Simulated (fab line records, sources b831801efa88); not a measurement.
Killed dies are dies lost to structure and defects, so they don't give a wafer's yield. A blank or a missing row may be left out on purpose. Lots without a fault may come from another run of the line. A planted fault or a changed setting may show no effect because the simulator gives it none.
Which tool did it? | flow sky130 | 14 lots, 42 wafers sampled, at 7 steps of a route of 708

WHAT THE GAUGES READ, wafer by wafer
SKY_GATE_OXIDE_TW_MEAS_14. Usual: GATE_OXIDE_TW 223.3, standard deviation 2.7.
lot  | measured     | on            | GATE_OXIDE_TW     | flag
L602 | day 14 01:25 | film_metro-04 | 226.5 226.7 226.1 |
L603 | day 14 07:20 | film_metro-01 | 224.0 224.8 225.2 |
L605 | day 14 19:50 | film_metro-04 | 226.5 227.0 227.9 |
L606 | day 15 10:43 | film_metro-03 | 221.2 220.8 220.7 |
L610 | day 17 00:20 | film_metro-03 | 219.3 220.6 219.5 |
L614 | day 18 13:34 | film_metro-01 | 225.0 223.8 225.3 |
L613 | day 18 14:14 | film_metro-04 | 224.2 225.6 223.7 |
L615 | day 18 14:23 | film_metro-03 | 220.8 218.9 220.3 |
L616 | day 19 00:47 | film_metro-04 | 225.0 224.7 225.8 |
L617 | day 19 07:40 | film_metro-03 | 219.4 219.9 220.8 |
L619 | day 19 18:28 | film_metro-01 | 222.3 223.2 223.5 |
L621 | day 20 11:28 | film_metro-03 | 219.2 219.3 219.1 |
L622 | day 20 21:05 | film_metro-04 | 224.2 224.7 224.9 |
L625 | day 21 21:58 | film_metro-04 | 225.9 226.5 226.1 |

SKY_POLY_GATE_CD_MEAS_22. Usual: cd_nm 150.3 nm, standard deviation 2.1.
lot  | measured     | on        | cd_nm (nm)        | flag
L602 | day 16 14:20 | cd_sem-01 | 150.8 149.7 147.9 |
L603 | day 17 00:52 | cd_sem-01 | 149.8 145.8 148.5 |
L605 | day 17 11:54 | cd_sem-01 | 151.7 151.5 154.1 |
L606 | day 18 04:22 | cd_sem-01 | 149.6 151.7 147.6 |
L610 | day 20 05:16 | cd_sem-02 | 148.9 151.5 152.0 |
L614 | day 25 11:31 | cd_sem-01 | 151.0 149.9 149.9 |
L613 | day 25 11:50 | cd_sem-02 | 151.0 151.5 148.9 |
L615 | day 25 11:23 | cd_sem-01 | 151.1 152.0 148.8 |
L616 | day 25 11:45 | cd_sem-01 | 151.5 149.5 150.0 |
L617 | day 25 11:21 | cd_sem-02 | 147.6 149.1 151.1 |
L619 | day 25 12:07 | cd_sem-01 | - - -             | OFF
L621 | day 25 11:38 | cd_sem-02 | 149.0 149.4 149.6 |
L622 | day 25 12:14 | cd_sem-01 | - - -             | OFF
L625 | day 25 13:02 | cd_sem-02 | 148.1 146.8 152.5 |

SKY_LDD_N_OVL_MEAS_07. Usual: LDD_N_OVL -0.1 nm, standard deviation 1.5.
lot  | measured     | on         | LDD_N_OVL (nm) | flag
L602 | day 17 18:32 | overlay-01 | -1.7 -0.6 -2.4 |
L603 | day 18 05:35 | overlay-01 | -0.4 -1.0 -2.3 |
L605 | day 18 16:54 | overlay-02 | 0.6 -0.6 1.1   |
L606 | day 19 11:18 | overlay-02 | 0.7 1.2 1.4    |
L610 | day 21 10:26 | overlay-01 | -0.1 0.7 0.8   |
L614 | day 26 15:53 | overlay-02 | -1.2 2.2 0.1   |
L613 | day 26 16:29 | overlay-02 | -1.1 -1.5 -1.1 |
L615 | day 26 15:23 | overlay-01 | -1.6 -0.4 -0.4 |
L616 | day 26 16:17 | overlay-01 | -1.4 -0.5 -0.1 |
L617 | day 26 15:35 | overlay-02 | -0.5 -2.2 -2.4 |
L621 | day 26 16:11 | overlay-02 | -0.2 0.2 1.6   |
L625 | day 26 17:41 | overlay-02 | 0.8 -0.4 0.0   |

SKY_LDD_P_TW_MEAS_11. Usual: LDD_P_TW 637, standard deviation 6.4.
lot  | measured     | on            | LDD_P_TW    | flag
L602 | day 19 02:20 | film_metro-03 | 621 621 623 |
L603 | day 19 13:59 | film_metro-04 | 641 643 644 |
L605 | day 20 01:25 | film_metro-01 | 642 639 637 |
L606 | day 20 20:10 | film_metro-01 | 640 639 640 |
L610 | day 22 14:36 | film_metro-01 | 641 642 638 |
L614 | day 27 21:59 | film_metro-03 | 628 634 631 |
L613 | day 28 00:05 | film_metro-04 | 643 643 642 |
L615 | day 27 21:12 | film_metro-04 | 640 643 643 |
L616 | day 27 22:54 | film_metro-03 | 630 633 633 |
L617 | day 27 21:59 | film_metro-01 | 638 638 635 |
L621 | day 27 22:35 | film_metro-01 | 639 639 638 |
L625 | day 28 03:14 | film_metro-04 | 640 645 641 |

WHICH TOOL RAN EACH LOT (tool, then ch and the chambers of the sampled wafers, then the start)
lot  | SKY_POLY_GATE_ETCH_15              | SKY_POLY_GATE_ETCH_16              | SKY_POLY_GATE_ETCH_17
L602 | rie_diel-02 ch 2,3, day 16 11:56   | rie_diel-02 ch 2,3, day 16 12:01   | rie_si-01 ch 1,2, day 16 12:07
L603 | rie_diel-02 ch 1,2,3, day 16 20:14 | rie_diel-02 ch 1,2,3, day 16 20:19 | rie_si-02 ch 1,2,3, day 16 20:25
L605 | rie_diel-03 ch 0,2,3, day 17 07:20 | rie_diel-03 ch 0,2,3, day 17 07:25 | rie_si-02 ch 0,1, day 17 07:31
L606 | rie_diel-04 ch 2,3, day 18 01:38   | rie_diel-04 ch 2,3, day 18 01:43   | rie_si-02 ch 0,1,2, day 18 01:49
L610 | rie_diel-02 ch 0,1,3, day 20 03:32 | rie_diel-02 ch 0,1,3, day 20 03:37 | rie_si-02 ch 0,1,3, day 20 03:43
L614 | rie_diel-02 ch 0,2,3, day 25 08:17 | rie_diel-02 ch 0,2,3, day 25 08:22 | rie_si-01 ch 0,1,3, day 25 08:28
L613 | rie_diel-02 ch 1,2,3, day 25 08:41 | rie_diel-02 ch 1,2,3, day 25 08:46 | rie_si-02 ch 0,1, day 25 08:52
L615 | rie_diel-04 ch 0,3, day 25 07:32   | rie_diel-04 ch 0,3, day 25 07:37   | rie_si-01 ch 0,1, day 25 07:43
L616 | rie_diel-03 ch 1,3, day 25 08:38   | rie_diel-03 ch 1,3, day 25 08:43   | rie_si-01 ch 0,1,2, day 25 08:49
L617 | rie_diel-03 ch 2,3, day 25 07:56   | rie_diel-03 ch 2,3, day 25 08:01   | rie_si-02 ch 2,3, day 25 08:07
L619 | rie_diel-02 ch 2,3, day 25 09:23   | rie_diel-02 ch 2,3, day 25 09:28   | rie_si-01 ch 0,1,3, day 25 09:34
L621 | rie_diel-04 ch 0,2, day 25 08:29   | rie_diel-04 ch 0,2, day 25 08:34   | rie_si-02 ch 1,2,3, day 25 08:40
L622 | rie_diel-03 ch 0,2, day 25 09:38   | rie_diel-03 ch 0,2, day 25 09:43   | rie_si-01 ch 0,1, day 25 09:49
L625 | rie_diel-03 ch 0,2,3, day 25 09:59 | rie_diel-03 ch 0,2,3, day 25 10:04 | rie_si-01 ch 0,2,3, day 25 10:10
- SKY_POLY_GATE_ETCH_15: etches BARC in N2/H2, stops on SiO2, time 118.5 s, target depth 110 nm.
- SKY_POLY_GATE_ETCH_16: etches Si3N4 in CH3F/O2, stops on poly-Si, time 147.5 s, target depth 75 nm.
- SKY_POLY_GATE_ETCH_17: etches poly-Si in HBr/Cl2, stops on SiO2, target depth 180 nm, time 70.5 s.

WHAT THE TOOLS THEMSELVES READ (means of the sampled wafers that have a number; where no wafer has one, the mark that the record gives instead)
SKY_POLY_GATE_ETCH_15. Usual: bias_w 100.0 W, standard deviation 0.3; chamber_pressure_mTorr 30.001 mTorr, standard deviation 0.028; drypump_motor_current_A 5.6 A, standard deviation 0.36; oes_product_au 0.716 a.u., standard deviation 0.0044; throttle_valve_pct 13.212 %, standard deviation 0.0086.
lot  | tool        | bias_w (W) | chamber_pressure_mTorr (mTorr) | drypump_motor_current_A (A) | oes_product_au (a.u.) | throttle_valve_pct (%) | flag
L602 | rie_diel-02 | 100.1      | 29.999                         | 5.5                         | 0.719                 | 13.208                 |
L603 | rie_diel-02 | 99.8       | 30.017                         | 5.5                         | 0.710                 | 13.215                 |
L605 | rie_diel-03 | 100.1      | 29.978                         | 5.7                         | 0.720                 | 13.204                 |
L606 | rie_diel-04 | 100.0      | 29.995                         | 5.8                         | 0.716                 | 13.217                 |
L610 | rie_diel-02 | 100.0      | 30.019                         | 5.9                         | 0.717                 | 13.224                 |
L614 | rie_diel-02 | 100.0      | 29.990                         | 5.8                         | 0.716                 | 13.204                 |
L613 | rie_diel-02 | 99.9       | 29.996                         | 5.5                         | 0.718                 | 13.212                 |
L615 | rie_diel-04 | 99.9       | 29.998                         | 5.8                         | 0.717                 | 13.200                 |
L616 | rie_diel-03 | 99.8       | 30.028                         | 5.4                         | 0.716                 | 13.216                 |
L617 | rie_diel-03 | 100.0      | 30.017                         | 5.7                         | 0.718                 | 13.210                 |
L619 | rie_diel-02 | -          | -                              | -                           | -                     | -                      | OFF
L621 | rie_diel-04 | 99.8       | 29.989                         | 5.6                         | 0.715                 | 13.216                 |
L622 | rie_diel-03 | -          | -                              | -                           | -                     | -                      | OFF
L625 | rie_diel-03 | 100.0      | 30.005                         | 5.6                         | 0.717                 | 13.213                 |

SKY_POLY_GATE_ETCH_16. Usual: O2_flow_sccm 30.01 sccm, standard deviation 0.099; bias_w 79.98 W, standard deviation 0.23; drypump_motor_current_A 5.6 A, standard deviation 0.36; oes_product_au 0.641 a.u., standard deviation 0.005; throttle_valve_pct 10.535 %, standard deviation 0.0096.
lot  | tool        | O2_flow_sccm (sccm) | bias_w (W) | drypump_motor_current_A (A) | oes_product_au (a.u.) | throttle_valve_pct (%) | flag
L602 | rie_diel-02 | 30.06               | 80.13      | 5.5                         | 0.640                 | 10.531                 |
L603 | rie_diel-02 | 30.02               | 80.05      | 5.5                         | 0.641                 | 10.530                 |
L605 | rie_diel-03 | 30.00               | 80.02      | 5.6                         | 0.641                 | 10.544                 |
L606 | rie_diel-04 | 29.98               | 80.03      | 5.8                         | 0.643                 | 10.536                 |
L610 | rie_diel-02 | 30.08               | 79.98      | 5.9                         | 0.641                 | 10.542                 |
L614 | rie_diel-02 | 30.00               | 80.16      | 5.8                         | 0.637                 | 10.534                 |
L613 | rie_diel-02 | 30.02               | 79.75      | 5.5                         | 0.638                 | 10.542                 |
L615 | rie_diel-04 | 29.93               | 80.08      | 5.8                         | 0.643                 | 10.522                 |
L616 | rie_diel-03 | 29.96               | 79.74      | 5.4                         | 0.641                 | 10.534                 |
L617 | rie_diel-03 | 29.96               | 80.32      | 5.7                         | 0.643                 | 10.533                 |
L619 | rie_diel-02 | 30.08               | 79.96      | 5.3                         | 0.379                 | 10.496                 | OFF
L621 | rie_diel-04 | 30.11               | 80.13      | 5.6                         | 0.643                 | 10.533                 |
L622 | rie_diel-03 | 29.99               | 80.09      | 5.6                         | 0.375                 | 10.511                 | OFF
L625 | rie_diel-03 | 29.94               | 79.99      | 5.7                         | 0.641                 | 10.542                 |

SKY_POLY_GATE_ETCH_17. Usual: HBr_flow_sccm 150.1 sccm, standard deviation 0.44; bias_w 100.01 W, standard deviation 0.28; drypump_motor_current_A 5.63 A, standard deviation 0.29; oes_product_au 0.985 a.u., standard deviation 0.0073; throttle_valve_pct 33.685 %, standard deviation 0.0093.
lot  | tool      | HBr_flow_sccm (sccm) | bias_w (W) | drypump_motor_current_A (A) | oes_product_au (a.u.) | throttle_valve_pct (%) | flag
L602 | rie_si-01 | 150.4                | 99.80      | 5.68                        | 0.976                 | 33.682                 |
L603 | rie_si-02 | 150.4                | 99.97      | 5.54                        | 0.980                 | 33.683                 |
L605 | rie_si-02 | 149.8                | 99.88      | 5.57                        | 0.987                 | 33.678                 |
L606 | rie_si-02 | 150.3                | 100.11     | 5.49                        | 0.985                 | 33.679                 |
L610 | rie_si-02 | 150.1                | 99.94      | 5.63                        | 0.988                 | 33.674                 |
L614 | rie_si-01 | 150.1                | 100.16     | 5.68                        | 0.979                 | 33.685                 |
L613 | rie_si-02 | 150.0                | 99.94      | 5.58                        | 0.989                 | 33.689                 |
L615 | rie_si-01 | 150.3                | 100.10     | 5.50                        | 0.989                 | 33.687                 |
L616 | rie_si-01 | 150.2                | 99.88      | 5.53                        | 0.982                 | 33.686                 |
L617 | rie_si-02 | 150.0                | 99.90      | 5.66                        | 0.991                 | 33.688                 |
L619 | rie_si-01 | 150.3                | 100.27     | 5.69                        | 0.274                 | 33.687                 | OFF
L621 | rie_si-02 | 149.8                | 99.91      | 5.54                        | 0.995                 | 33.690                 |
L622 | rie_si-01 | 150.0                | 99.99      | 5.36                        | 0.273                 | 33.687                 | OFF
L625 | rie_si-01 | 150.3                | 100.05     | 5.73                        | 0.984                 | 33.685                 |

THE ANSWER, worked out from the rows above alone
Rule: a lot is off if the mean of its wafers that have a number lies more than 3 standard deviations from the usual mean. A lot without any number at a reading at which 4 lots or more have one is off too. The other lots that the step has rows for count as sound. The gauges are gone through in route order, then the tools' own readings, and for those a lot's mean is taken as printed above. The first step at which some lot is off is used, and at that step the reading that is off furthest; a lot without a number counts as furthest.
Off: L619, L622, at SKY_POLY_GATE_CD_MEAS_22 (cd_nm). Without a number there: L619, L622.
A tool fits if, at a process step before that reading, it ran every lot that is off, and no sound lot after the first of them. The gauges at SKY_POLY_GATE_CD_MEAS_22 aren't tried: what is off there is off at SKY_POLY_GATE_ETCH_15 too, on other tools, and a gauge's error can't cause that. None of those tried fits.

WHAT THE SIMULATOR HAD PUT IN
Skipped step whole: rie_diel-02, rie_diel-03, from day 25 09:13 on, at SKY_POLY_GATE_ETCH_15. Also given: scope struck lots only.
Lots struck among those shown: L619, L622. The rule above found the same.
